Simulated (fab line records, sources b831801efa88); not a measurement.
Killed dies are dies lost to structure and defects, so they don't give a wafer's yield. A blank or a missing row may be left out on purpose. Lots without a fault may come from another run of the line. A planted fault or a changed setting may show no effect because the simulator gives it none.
fab line records | flow sky130 | part 2 of 2: steps 27 to 37 of 37
record lots=5 wafers=15 last_day=50
route steps=708 shown LOCAL_INTERCONNECT@400 CONTACT@406 METAL1@434
lots that met no fault: from a run of the same line without faults
start_h: hours from the record's first day to the start of the lot's first wafer shown | wait_h: hours since the lot's step before | " the same as in the row above | L1.1+2: a row that stands for several wafers | - no value, or no start given | * or withheld: withheld | < > ~ a bound
route shown NAME@n: a module of which the file shows steps, and the number in the route of the first | usual: mean/standard deviation of fault-free wafers | same: alike in all rows | chamber/n: place in a boat | sites: the reading at each site | _std_site: their standard deviation | _edge_site: outer sites' mean less inner sites' | radius_mm: how far each site lies from the wafer's centre | mask NAME#n: copy n | behind: the tool/chamber that last shaped the wafer | hold: why the lot was held/for how many hours/how that ended | device: the transistor (n, p or np) that didn't switch | end of line: the same wafers' tests at the end of the route | a step without rows: its recipe alone | killed: dies lost to structure and defects at the first sort, not the wafer's yield | map: a wafer's dies, x killed, . not, _ none there
set.NAME: the setting as run; set.NAME@STEP: as run at that earlier step | model.NAME: the simulator's own value behind a step, which no gauge read
lots at some steps of the route; a table a step, a row a wafer
services: from which hour (start_h, from the record's first day; less than 0 if before it) a tool's chamber was out of use, for how many hours, and why
## steps
# step SKY_CONTACT_STRIP_20
# recipe chemistry=post_etch_residue_remover time_s=1200 temp_c=72.5
# usual bath_guard_temp_C=72.7/0.48
# columns lot.wafer tool chamber start_h wait_h bath_guard_temp_C
L081.2 wet_bench-01 0 793.82 0.1 72.6
L081.4 " 0 " " 72.6
L081.5 " 0 " " 72.6
L083.1 wet_bench-01 2 810.52 0.1 73.0
L083.2 " 2 " " 73.0
L083.3 " 2 " " 72.9
L084.1 wet_bench-02 1 818.25 0.1 73.3
L084.2 " 1 " " 73.2
L084.6 " 1 " " 73.1
L086.1 wet_bench-02 0 832.17 0.1 72.8
L086.4 " 0 " " 73.1
L086.5 " 0 " " 73.1
L097.3 wet_bench-02 1 910.63 0.0 72.9
L097.5 " 1 " " 73.1
L097.6 " 1 " " 73.4
# step SKY_CONTACT_CLEAN_21
# recipe chemistry=IPA time_s=180 temp_c=25
# columns lot.wafer tool chamber start_h wait_h
L081.2+4+5 wet_bench-02 0 794.19 0.0
L083.1+2+3 wet_bench-02 3 810.86 0.0
L084.1+2+6 wet_bench-04 1 818.59 0.0
L086.1+4+5 wet_bench-01 1 832.51 0.0
L097.3+5+6 wet_bench-04 1 910.98 0.0
# step SKY_CONTACT_CLEAN_22
# recipe chemistry=O3/DIW dry=n2_spin
# columns lot.wafer tool chamber start_h wait_h
L081.2+4+5 wet_bench-01 0 794.25 0.0
L083.1+2+3 wet_bench-04 1 810.92 0.0
L084.1+2+6 wet_bench-01 1 818.66 0.0
L086.1+4+5 wet_bench-04 0 832.57 0.0
L097.3+5+6 wet_bench-02 2 911.04 0.0
# step SKY_CONTACT_SPUTTER_23
# recipe material=TiN target_thk_nm=20 chamber_pressure_pa=5 power_w=4108 time_s=80
# usual throttle_valve_pct=30.7/1.1
# columns lot.wafer tool chamber start_h wait_h throttle_valve_pct
L081.2 pvd_sputter-02 - 794.35 0.0 30.4
L081.4 " - " " 31.5
L081.5 " - " " 30.1
L083.1 pvd_sputter-02 - 811.03 0.0 30.4
L083.2 " - " " 31.6
L083.3 " - " " 30.2
L084.1 pvd_sputter-02 - 818.75 0.0 30.3
L084.2 " - " " 31.1
L084.6 " - " " 31.3
L086.1 pvd_sputter-02 - 832.66 0.0 31.2
L086.4 " - " " 30.4
L086.5 " - " " 30.2
L097.3 pvd_sputter-02 - 911.13 0.0 31.2
L097.5 " - " " 30.5
L097.6 " - " " 30.2
# step SKY_CONTACT_CVD_24
# recipe material=W target_thk_nm=340 time_s=102.12 temp_c=400 pressure_torr=40
# usual chamber_pressure_Torr=40.00/0.076 heater_power_w=849/140
# columns lot.wafer tool chamber start_h wait_h chamber_pressure_Torr heater_power_w since_wet_clean_h
L081.2 cvd_w-01 0 794.41 0.0 40.08 720 890
L081.4 " 0 " " 39.99 758 -
L081.5 " 1 " " 40.00 943 -
L083.1 cvd_w-01 0 811.09 0.0 39.99 737 907
L083.2 " 1 " " 40.09 944 907
L083.3 " 0 " " 40.05 727 -
L084.1 cvd_w-01 0 818.82 0.0 40.02 739 915
L084.2 " 1 " " 39.97 933 915
L084.6 " 0 " " 39.99 723 -
L086.1 cvd_w-01 1 832.73 0.0 40.02 954 929
L086.4 " 1 " " 40.11 960 -
L086.5 " 0 " " 39.96 708 -
L097.3 cvd_w-02 0 911.23 0.1 40.02 707 -
L097.5 " 1 " " 39.90 1032 -
L097.6 " 0 " " 40.09 706 -
# step SKY_CONTACT_RS_MEAS_25
# recipe thk_meas_gauge=four-point-probe reads=W_of_CONTACT_CVD_24+TiN_of_CONTACT_SPUTTER_23
# usual CONTACT_W_RS=0.342/0.0051
# columns lot.wafer tool chamber start_h wait_h CONTACT_W_RS[ohm/sq]
L081.2 film_metro-03 - 794.54 0.1 0.349
L081.4 " - " " 0.349
L081.5 " - " " 0.343
L083.1 film_metro-01 - 811.20 0.1 0.342
L083.2 " - " " 0.342
L083.3 " - " " 0.346
L084.1 film_metro-01 - 818.93 0.1 0.345
L084.2 " - " " 0.340
L084.6 " - " " 0.347
L086.1 film_metro-03 - 832.84 0.1 0.344
L086.4 " - " " 0.345
L086.5 " - " " 0.351
L097.3 film_metro-02 - 911.34 0.1 0.339
L097.5 " - " " 0.343
L097.6 " - " " 0.338
# step SKY_CONTACT_THK_MEAS_26
# recipe thk_meas_gauge=xrf reads=W_of_CONTACT_CVD_24
# usual CONTACT_W_THK=347/5.8
# columns lot.wafer tool chamber start_h wait_h CONTACT_W_THK[nm]
L081.2 film_metro-03 - 794.65 0.1 339
L081.4 " - " " 339
L081.5 " - " " 345
L083.1 film_metro-01 - 811.32 0.1 346
L083.2 " - " " 348
L083.3 " - " " 342
L084.1 film_metro-01 - 819.05 0.1 347
L084.2 " - " " 350
L084.6 " - " " 343
L086.1 film_metro-03 - 832.96 0.1 340
L086.4 " - " " 343
L086.5 " - " " 331
L097.3 film_metro-02 - 911.44 0.1 352
L097.5 " - " " 348
L097.6 " - " " 354
# step SKY_CONTACT_CMP_27
# recipe stop_on=SiO2 t_overpolish_s=15 down_force_psi=3.5 platen_rpm=60 target_thk_nm=0 pad_velocity_m_s=0.94248
# usual motor_current_A=11.3/0.98 overpolish_run_s=15.001/0.0097 time_to_endpoint_s=80/3.3
# columns lot.wafer tool chamber start_h wait_h motor_current_A overpolish_run_s time_to_endpoint_s
L081.2 cmp-02 0 794.70 0.0 11.3 14.993 79
L081.4 " 1 " " 11.0 15.001 81
L081.5 " 1 " " 11.0 14.998 81
L083.2 cmp-02 1 811.38 0.0 11.2 15.008 79
L083.3 " 2 " " 9.9 15.013 82
L083.1 " 0 " " 11.6 15.000 85
L084.2 cmp-02 0 819.11 0.0 11.6 14.987 84
L084.1 " 3 " " 11.5 14.997 75
L084.6 " 1 " " 11.5 15.000 77
L086.4 cmp-01 1 833.12 0.1 12.3 14.991 80
L086.1 " 2 " " 10.3 14.999 80
L086.5 " 3 " " 10.0 14.995 77
L097.3 cmp-01 1 911.68 0.2 12.3 15.019 81
L097.5 " 0 " " 13.9 15.001 85
L097.6 " 1 " " 11.7 15.004 86
# step SKY_METAL1_SPUTTER_00
# recipe material=Ti target_thk_nm=15 power_w=3000 time_s=10 chamber_pressure_pa=0.4
# usual throttle_valve_pct=30.5/1.4
# columns lot.wafer tool chamber start_h wait_h throttle_valve_pct
L081.2 pvd_sputter-01 - 795.00 0.2 33.2
L081.4 " - " " 31.4
L081.5 " - " " 31.3
L083.1 pvd_sputter-04 - 811.68 0.1 30.2
L083.2 " - " " 31.1
L083.3 " - " " 29.4
L084.1 pvd_sputter-01 - 819.41 0.1 33.1
L084.2 " - " " 33.3
L084.6 " - " " 33.1
L086.1 pvd_sputter-02 - 833.32 0.1 30.4
L086.4 " - " " 31.2
L086.5 " - " " 30.3
L097.3 pvd_sputter-04 - 911.93 0.2 29.2
L097.5 " - " " 28.2
L097.6 " - " " 29.7
# step SKY_METAL1_SPUTTER_01
# recipe material=TiN target_thk_nm=20 power_w=6500 time_s=16.7 chamber_pressure_pa=0.4
# usual throttle_valve_pct=30.5/1.4
# columns lot.wafer tool chamber start_h wait_h throttle_valve_pct
L081.2 pvd_sputter-01 - 795.03 0.0 32.9
L081.4 " - " " 31.7
L081.5 " - " " 31.6
L083.1 pvd_sputter-04 - 811.70 0.0 30.2
L083.2 " - " " 31.0
L083.3 " - " " 29.7
L084.1 pvd_sputter-01 - 819.43 0.0 33.3
L084.2 " - " " 32.8
L084.6 " - " " 33.2
L086.1 pvd_sputter-02 - 833.34 0.0 30.2
L086.4 " - " " 31.3
L086.5 " - " " 30.5
L097.3 pvd_sputter-04 - 911.95 0.0 29.7
L097.5 " - " " 28.2
L097.6 " - " " 29.5
# step SKY_METAL1_SPUTTER_02
# recipe material=AlCu target_thk_nm=250 power_w=10600 time_s=13.3 chamber_pressure_pa=0.4
# usual throttle_valve_pct=30.4/1.4
# columns lot.wafer tool chamber start_h wait_h throttle_valve_pct
L081.2 pvd_sputter-01 - 795.06 0.0 32.9
L081.4 " - " " 31.5
L081.5 " - " " 31.7
L083.1 pvd_sputter-04 - 811.73 0.0 30.3
L083.2 " - " " 31.2
L083.3 " - " " 29.5
L084.1 pvd_sputter-01 - 819.45 0.0 33.2
L084.2 " - " " 32.9
L084.6 " - " " 32.9
L086.1 pvd_sputter-02 - 833.36 0.0 30.0
L086.4 " - " " 31.1
L086.5 " - " " 30.4
L097.3 pvd_sputter-04 - 911.97 0.0 29.3
L097.5 " - " " 27.9
L097.6 " - " " 29.2
## services
# columns tool chamber start_h hours kind
cmp-02 - 744.03 4.0 pm
krf_scanner-02 - 748.80 0.7 repair
pvd_sputter-02 - 757.57 0.5 repair
pecvd-04 - 762.26 3.7 repair
krf_scanner-02 - 767.01 0.6 repair
pvd_sputter-02 - 769.14 4.5 repair
pecvd-04 1 777.60 17.1 repair
rie_metal-01 - 778.41 2.8 pm
wet_bench-01 - 787.30 2.8 repair
krf_scanner-02 - 794.39 1.3 pm
krf_scanner-02 - 795.69 0.8 pm
cmp-01 - 799.63 12.3 pm
rie_diel-01 1 802.71 4.0 repair
cmp-02 - 802.99 1.9 repair
plasma_asher-01 - 811.22 5.8 repair
pvd_sputter-04 - 824.75 1.0 repair
hdpcvd-01 0 836.91 5.4 repair
pvd_sputter-04 - 838.07 2.5 repair
rie_diel-04 2 843.66 11.7 repair
pvd_sputter-02 - 850.79 6.3 repair
pvd_sputter-01 - 882.10 2.1 repair
pvd_sputter-01 - 891.90 8.9 repair
cvd_w-01 - 903.30 6.9 pm
cvd_w-01 - 910.20 14.0 pm
